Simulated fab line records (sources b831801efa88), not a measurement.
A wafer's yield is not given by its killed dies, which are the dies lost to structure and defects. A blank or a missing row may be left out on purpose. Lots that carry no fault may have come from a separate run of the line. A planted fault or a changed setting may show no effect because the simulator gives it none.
Which tool is to blame? + flow sky130 + 33 wafers from 11 lots sampled at 5 of the route's 708 steps

== WHAT THE GAUGES SHOWED, per wafer ==
The record lacks any reading of a measuring or inspecting step that a usual standard deviation could be used to judge.

== WHAT TOOL EACH LOT RAN ON (gives the tool, then ch and the chambers of the sampled wafers, and finally the start) ==
| lot  | SKY_SONOS_ONO_ETCH_15             | SKY_SONOS_ONO_STRIP_17              | SKY_GATE_OXIDE_OXIDATION_16   | SKY_POLY_GATE_ETCH_15             | SKY_PAD_OPEN_PROBE_99   |
|------|-----------------------------------|-------------------------------------|-------------------------------|-----------------------------------|-------------------------|
| L254 | rieDiel-03 ch 1,2,3, day 13 01:29 | plasmaAsher-01 ch 0,1, day 13 01:35 | furnace-01 ch 0, day 14 06:52 | rieDiel-02 ch 0,1,3, day 16 20:16 | -                       |
| L257 | rieDiel-01 ch 2,3, day 13 22:58   | plasmaAsher-04 ch 0,1, day 13 23:04 | furnace-01 ch 0, day 15 05:56 | rieDiel-04 ch 0,1,2, day 17 18:54 | -                       |
| L258 | rieDiel-01 ch 2,3, day 14 01:51   | plasmaAsher-04 ch 0,1, day 14 01:59 | furnace-02 ch 0, day 15 09:10 | rieDiel-02 ch 1,2, day 17 22:42   | -                       |
| L261 | rieDiel-01 ch 0,1,3, day 15 08:33 | plasmaAsher-01 ch 0,1, day 15 08:41 | furnace-01 ch 0, day 16 16:57 | rieDiel-04 ch 1,2, day 19 09:17   | -                       |
| L262 | rieDiel-03 ch 0,2, day 15 10:04   | plasmaAsher-04 ch 0,1, day 15 10:10 | furnace-02 ch 0, day 16 20:10 | rieDiel-04 ch 1,2, day 19 12:16   | -                       |
| L263 | rieDiel-01 ch 0,2,3, day 15 16:31 | plasmaAsher-04 ch 0,1, day 15 16:37 | furnace-01 ch 0, day 17 00:57 | rieDiel-02 ch 0,1,3, day 19 18:54 | -                       |
| L269 | rieDiel-03 ch 1,2,3, day 17 19:17 | plasmaAsher-03 ch 0,1, day 17 19:25 | furnace-01 ch 0, day 19 08:19 | rieDiel-01 ch 0,1,3, day 22 02:29 | prober-01, day 49 14:04 |
| L270 | rieDiel-01 ch 0,1,3, day 18 03:32 | plasmaAsher-03 ch 0,1, day 18 03:38 | furnace-01 ch 0, day 19 14:16 | rieDiel-04 ch 1,2, day 22 10:13   | -                       |
| L272 | rieDiel-04 ch 1,3, day 19 00:42   | plasmaAsher-01 ch 0,1, day 19 00:49 | furnace-02 ch 0, day 20 12:25 | rieDiel-04 ch 0,1, day 23 06:55   | prober-02, day 50 05:37 |
| L273 | rieDiel-03 ch 0,2,3, day 19 08:51 | plasmaAsher-04 ch 0,1, day 19 09:00 | furnace-02 ch 0, day 20 18:05 | rieDiel-01 ch 0,1, day 23 13:07   | -                       |
| L277 | rieDiel-04 ch 0,1,3, day 20 15:14 | plasmaAsher-01 ch 0,1, day 20 15:20 | furnace-02 ch 0, day 22 00:35 | rieDiel-01 ch 0,3, day 24 18:14   | -                       |
- SKY_SONOS_ONO_ETCH_15: etches the open film in CHF3/O2, target depth 19.52 nm, time 7.8 s.
- SKY_SONOS_ONO_STRIP_17: strips in O2/N2.
- SKY_GATE_OXIDE_OXIDATION_16: stabilise 600 s, purge 300 s, target thk 3.57 nm.
- SKY_POLY_GATE_ETCH_15: etches BARC in N2/H2, stops on SiO2, time 118.5 s, target depth 110 nm.
- SKY_PAD_OPEN_PROBE_99

== WHAT THE TOOLS THEMSELVES READ (means of the sampled wafers that have a number; where no wafer has one, the mark that the record gives instead) ==
SKY_SONOS_ONO_ETCH_15.
| lot  | tool       | chf3FlowSccm (sccm) | drypumpMotorCurrentA (A) | oesProductAu (a.u.) | throttleValvePct (%) |
|------|------------|---------------------|--------------------------|---------------------|----------------------|
| L254 | rieDiel-03 | 49.90               | 5.4                      | 0.994               | 8.827                |
| L257 | rieDiel-01 | 50.00               | 5.7                      | 1.021               | 8.827                |
| L258 | rieDiel-01 | 50.06               | 5.9                      | 1.026               | 8.832                |
| L261 | rieDiel-01 | 49.95               | 5.3                      | 0.998               | 8.827                |
| L262 | rieDiel-03 | 49.83               | 5.5                      | 1.003               | 8.833                |
| L263 | rieDiel-01 | 49.93               | 5.5                      | 1.011               | 8.829                |
| L269 | rieDiel-03 | 49.88               | 5.4                      | 0.990               | 8.831                |
| L270 | rieDiel-01 | 50.02               | 5.3                      | 0.995               | 8.819                |
| L272 | rieDiel-04 | 49.93               | 5.8                      | 1.010               | 8.829                |
| L273 | rieDiel-03 | 50.10               | 5.5                      | 0.985               | 8.822                |
| L277 | rieDiel-04 | 50.12               | 5.8                      | 1.005               | 8.834                |

SKY_SONOS_ONO_STRIP_17.
| lot  | tool           | drypumpMotorCurrentA (A) | oesProductAu (a.u.) | stripTimeToEndpointS (s) |
|------|----------------|--------------------------|---------------------|--------------------------|
| L254 | plasmaAsher-01 | 5.9                      | 0.708               | 14.15                    |
| L257 | plasmaAsher-04 | 5.5                      | 0.710               | 14.11                    |
| L258 | plasmaAsher-04 | 5.5                      | 0.709               | 14.13                    |
| L261 | plasmaAsher-01 | 5.9                      | 0.705               | 14.08                    |
| L262 | plasmaAsher-04 | 5.6                      | 0.713               | 14.10                    |
| L263 | plasmaAsher-04 | 5.3                      | 0.713               | 14.13                    |
| L269 | plasmaAsher-03 | 5.9                      | 0.713               | 14.14                    |
| L270 | plasmaAsher-03 | 6.0                      | 0.710               | 14.16                    |
| L272 | plasmaAsher-01 | 5.9                      | 0.713               | 14.11                    |
| L273 | plasmaAsher-04 | 5.3                      | 0.714               | 14.14                    |
| L277 | plasmaAsher-01 | 5.9                      | 0.709               | 14.09                    |

SKY_GATE_OXIDE_OXIDATION_16.
| lot  | tool       | spikeTcBottomC (C) | spikeTcCentreC (C) | spikeTcLowerC (C) | spikeTcUpperC (C) | zonePowerBottomPct (%) | zonePowerLowerPct (%) |
|------|------------|--------------------|--------------------|-------------------|-------------------|------------------------|-----------------------|
| L254 | furnace-01 | 818.2              | 800.6              | 801.4             | 799.0             | 23.03                  | 13.3                  |
| L257 | furnace-01 | 818.0              | 799.4              | 801.5             | 799.8             | 23.13                  | 13.4                  |
| L258 | furnace-02 | 814.4              | 799.6              | 799.9             | 797.5             | 23.14                  | 16.0                  |
| L261 | furnace-01 | 818.5              | 800.2              | 801.7             | 800.1             | 23.08                  | 13.5                  |
| L262 | furnace-02 | 813.9              | 799.1              | 800.9             | 798.2             | 23.24                  | 15.9                  |
| L263 | furnace-01 | 818.2              | 799.1              | 801.7             | 799.8             | 23.02                  | 13.5                  |
| L269 | furnace-01 | 824.1              | 803.7              | 766.7             | 799.3             | 27.40                  | 3.2                   |
| L270 | furnace-01 | 823.6              | 804.5              | 767.0             | 799.3             | 27.30                  | 3.2                   |
| L272 | furnace-02 | 814.8              | 799.1              | 801.2             | 797.8             | 23.24                  | 16.0                  |
| L273 | furnace-02 | 814.6              | 799.3              | 800.2             | 798.3             | 23.41                  | 15.8                  |
| L277 | furnace-02 | 814.8              | 798.9              | 800.0             | 798.8             | 23.51                  | 15.9                  |

SKY_POLY_GATE_ETCH_15.
| lot  | tool       | drypumpMotorCurrentA (A) | oesProductAu (a.u.) | throttleValvePct (%) |
|------|------------|--------------------------|---------------------|----------------------|
| L254 | rieDiel-02 | 5.7                      | 0.715               | 13.211               |
| L257 | rieDiel-04 | 6.1                      | 0.712               | 13.214               |
| L258 | rieDiel-02 | 5.5                      | 0.713               | 13.217               |
| L261 | rieDiel-04 | 6.2                      | 0.712               | 13.214               |
| L262 | rieDiel-04 | 6.2                      | 0.716               | 13.207               |
| L263 | rieDiel-02 | 5.7                      | 0.715               | 13.201               |
| L269 | rieDiel-01 | 5.3                      | 0.717               | 13.210               |
| L270 | rieDiel-04 | 6.2                      | 0.718               | 13.220               |
| L272 | rieDiel-04 | 5.9                      | 0.719               | 13.212               |
| L273 | rieDiel-01 | 5.1                      | 0.718               | 13.210               |
| L277 | rieDiel-01 | 5.1                      | 0.711               | 13.215               |

SKY_PAD_OPEN_PROBE_99.
| lot  | tool      | killed_at_M0_to_M3 | killed_at_M4_up | killedAtContacts | killedAtFrontEnd | killedAtOther | killedDies | killedOpen | killedShort |
|------|-----------|--------------------|-----------------|------------------|------------------|---------------|------------|------------|-------------|
| L269 | prober-01 | 45                 | 3.0             | 22               | 15               | 0.3           | 86         | 46         | 40          |
| L272 | prober-02 | 39                 | 2.7             | 20               | 21               | 0.0           | 83         | 42         | 41          |

== THE ANSWER, worked out from the rows above alone ==
Rule: the usual values come from the lots themselves. Put in order of their means at a reading, lots are off if they are a third of the lots or fewer, leave a main group of 4 or more, and stand apart from it by a gap of 3 or more times the standard deviation of the main group's means; of several such gaps the widest counts. A main group is skipped when, at the precision printed for the reading in the tables above, its means are all equal. Also off: a lot with no number at a reading for which 4 or more lots have one. All remaining lots with rows at the step are treated as sound. After the gauges, taken in route order, come the tools' own readings; for these a lot's mean is taken, as printed above. At the first step where some lot is off, the reading lying furthest off is the one used; lots without a number count as furthest.
Off, at SKY_GATE_OXIDE_OXIDATION_16 on spikeTcLowerC: L269, L270. Main group: mean 800.9 C, sd 0.69.
If a tool, at that step or one of the process steps before it, ran each lot that is off and ran no sound lot following the first of them, it fits. This does not decide it: 2 tools fit, namely plasmaAsher-03 at SKY_SONOS_ONO_STRIP_17 and furnace-01 at SKY_GATE_OXIDE_OXIDATION_16.

== WHAT HAD BEEN PUT IN BY THE SIMULATOR ==
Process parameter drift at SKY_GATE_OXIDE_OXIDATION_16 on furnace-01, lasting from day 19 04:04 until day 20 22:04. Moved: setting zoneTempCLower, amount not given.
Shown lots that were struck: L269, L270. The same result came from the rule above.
